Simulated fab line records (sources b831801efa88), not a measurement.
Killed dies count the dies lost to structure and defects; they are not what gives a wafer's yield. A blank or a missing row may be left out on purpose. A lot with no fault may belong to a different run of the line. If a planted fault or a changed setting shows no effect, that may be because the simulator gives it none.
A struck lot beside a sound one ; flow gf180mcu ; 43 steps out of a route of 602
Sound: the wafers L844.3, L844.5, L844.6. Wafers struck: L851.2, L851.4, L851.5. The cause is named last.
Order at every step that has rows: each side's tool, ch and its chambers, its first start. Under that, the readings that differ: sound wafers ; struck wafers ; difference of the means ; sigmas: that difference in standard deviations of wafers without a fault.
alike: readings with means less than 2 such deviations apart, plus words and numbers identical on both sides. not compared: withheld readings, readings lacking a value on some wafer, bounds such as >300 that could conceal the same value, and numbers that have no deviation in the record and whose values overlap.
Wherever a step has rows on one side only, a row that says differs or no value, or a row with sigmas, the two part there. Non-overlapping numbers with no deviation appear without sigmas and do not part them. A reading missing from all wafers of one side parts the sides only when that side holds two or more wafers.

first, 1 step without rows for these wafers: GF_NWELL_IMPLANT_09.
GF_NWELL_STRIP_10: strips in O2/N2.
  sound on plasma-asher-03 ch 0,1, day 5 08:02; struck on plasma-asher-02 ch 0,1, day 7 01:38
  alike: drypump-motor-current-A, heater-power-w, oes-product-au, strip-time-to-endpoint-s
  not compared: rf-hours-counter-h
GF_NWELL_TW_MEAS_11:
  sound: film-metro-02 at day 5 08:07; struck: film-metro-04 at day 7 01:45
  alike: NWELL_TW
then, 7 steps without rows for these wafers: GF_LVPWELL_DEHYDRATE_00 (time 60 s); GF_LVPWELL_HMDS_01 (prime time 60 s); GF_LVPWELL_COAT_02 (resist thk 2959 nm); GF_LVPWELL_SOFTBAKE_03; GF_LVPWELL_EXPOSE_04 (exposes mask LVPWELL, target cd 600 nm); GF_LVPWELL_PEB_05; GF_LVPWELL_DEVELOP_06 (develop time 60 s).
GF_LVPWELL_OVL_MEAS_07:
  sound: overlay-02 at day 5 22:07; struck: overlay-01 at day 7 17:18
  alike: LVPWELL_OVL
then, 1 step without rows for these wafers: GF_LVPWELL_IMPLANT_08.
GF_LVPWELL_IMPLANT_09:
  sound on implanter-01 ch 0, day 5 22:20; struck on implanter-01 ch 0, day 7 17:31
reading;sound;struck;difference;sigmas
dose-ions-cm2;5e+12 4.996e+12 5.005e+12;9.6e+11 9.5e+11 9.64e+11;-4.0e+12;-99 or more
faraday-current-uA;28.0 28.5 28.4;5.5 5.4 5.4;-22.9;-42
GF_LVPWELL_STRIP_10: strips in O2/N2.
  sound on plasma-asher-04 ch 0,1, day 5 22:28; struck on plasma-asher-01 ch 1, day 7 17:38
  alike: drypump-motor-current-A, heater-power-w, oes-product-au, strip-time-to-endpoint-s
  not compared: rf-hours-counter-h
GF_LVPWELL_TW_MEAS_11:
  sound: film-metro-04 at day 5 22:34; struck: film-metro-04 at day 7 17:58
reading;sound;struck;difference;sigmas
LVPWELL_TW;558.7 555.3 553.0;526.0 525.8 519.7;-31.8;-11
  not compared: hold
then, 6 steps without rows for these wafers: GF_MVSD_HMDS_01 (prime time 60 s); GF_MVSD_COAT_02 (resist thk 3000 nm); GF_MVSD_SOFTBAKE_03; GF_MVSD_EXPOSE_04 (exposes mask MVSD, target cd 1000 nm); GF_MVSD_PEB_05; GF_MVSD_DEVELOP_06 (develop time 60 s).
GF_MVSD_OVL_MEAS_07:
  sound: overlay-01 at day 6 14:13; struck: overlay-02 at day 8 10:17
  alike: MVSD_OVL
then, 2 steps without rows for these wafers: GF_MVSD_IMPLANT_08; GF_MVSD_IMPLANT_09.
GF_MVSD_STRIP_10: strips in O2/N2.
  sound on plasma-asher-01 ch 0,1, day 6 14:34; struck on plasma-asher-04 ch 0,1, day 8 10:37
reading;sound;struck;difference;sigmas
strip-time-to-endpoint-s (s);37.02 37.10 37.05;36.84 36.83 36.81;-0.23;-2
  alike: drypump-motor-current-A, heater-power-w, oes-product-au
  not compared: rf-hours-counter-h
GF_MVSD_TW_MEAS_11:
  sound: film-metro-04 at day 6 14:39; struck: film-metro-02 at day 8 10:44
  alike: MVSD_TW
then, 7 steps without rows for these wafers: GF_MVPSD_DEHYDRATE_00 (time 60 s); GF_MVPSD_HMDS_01 (prime time 60 s); GF_MVPSD_COAT_02 (resist thk 3000 nm); GF_MVPSD_SOFTBAKE_03; GF_MVPSD_EXPOSE_04 (exposes mask MVPSD, target cd 1000 nm); GF_MVPSD_PEB_05; GF_MVPSD_DEVELOP_06 (develop time 60 s).
GF_MVPSD_OVL_MEAS_07:
  sound: overlay-02 at day 7 05:10; struck: overlay-01 at day 9 03:30
  alike: MVPSD_OVL
then, 2 steps without rows for these wafers: GF_MVPSD_IMPLANT_08; GF_MVPSD_IMPLANT_09.
GF_MVPSD_STRIP_10: strips in O2/N2.
  sound on plasma-asher-04 ch 0,1, day 7 05:31; struck on plasma-asher-04 ch 0,1, day 9 03:50
  alike: drypump-motor-current-A, heater-power-w, oes-product-au, strip-time-to-endpoint-s
  not compared: rf-hours-counter-h
GF_MVPSD_TW_MEAS_11:
  sound: film-metro-01 at day 7 05:37; struck: film-metro-04 at day 9 03:56
  alike: MVPSD_TW
then, 3 steps without rows for these wafers: GF_VT_IMPLANT_DEHYDRATE_00 (time 60 s); GF_VT_IMPLANT_HMDS_01 (prime time 60 s); GF_VT_IMPLANT_COAT_02 (resist thk 1000 nm).
-- the record jumps here: 3 days lie between the struck wafers' starts before and after --
GF_VT_IMPLANT_RS_MEAS_48: a four-point-probe measurement.
  sound: film-metro-01 at day 10 00:40; struck: film-metro-01 at day 12 04:33
reading;sound;struck;difference;sigmas
LVPWELL_RS (ohm/sq);1196 1195 1197;1446 1443 1446;+249;+71
  not compared: hold
GF_PASSIVATION_PROBE_99:
  the record holds rows for the sound wafers here (prober-02, day 31 20:30) but none for the struck ones

WHERE THEY PART
At GF_LVPWELL_IMPLANT_09 first; at GF_PASSIVATION_PROBE_99 last (within this record only).

WHY: what had been put in by the simulator
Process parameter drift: implanter-01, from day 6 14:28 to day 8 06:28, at GF_LVPWELL_IMPLANT_09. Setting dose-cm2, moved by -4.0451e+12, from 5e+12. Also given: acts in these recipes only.
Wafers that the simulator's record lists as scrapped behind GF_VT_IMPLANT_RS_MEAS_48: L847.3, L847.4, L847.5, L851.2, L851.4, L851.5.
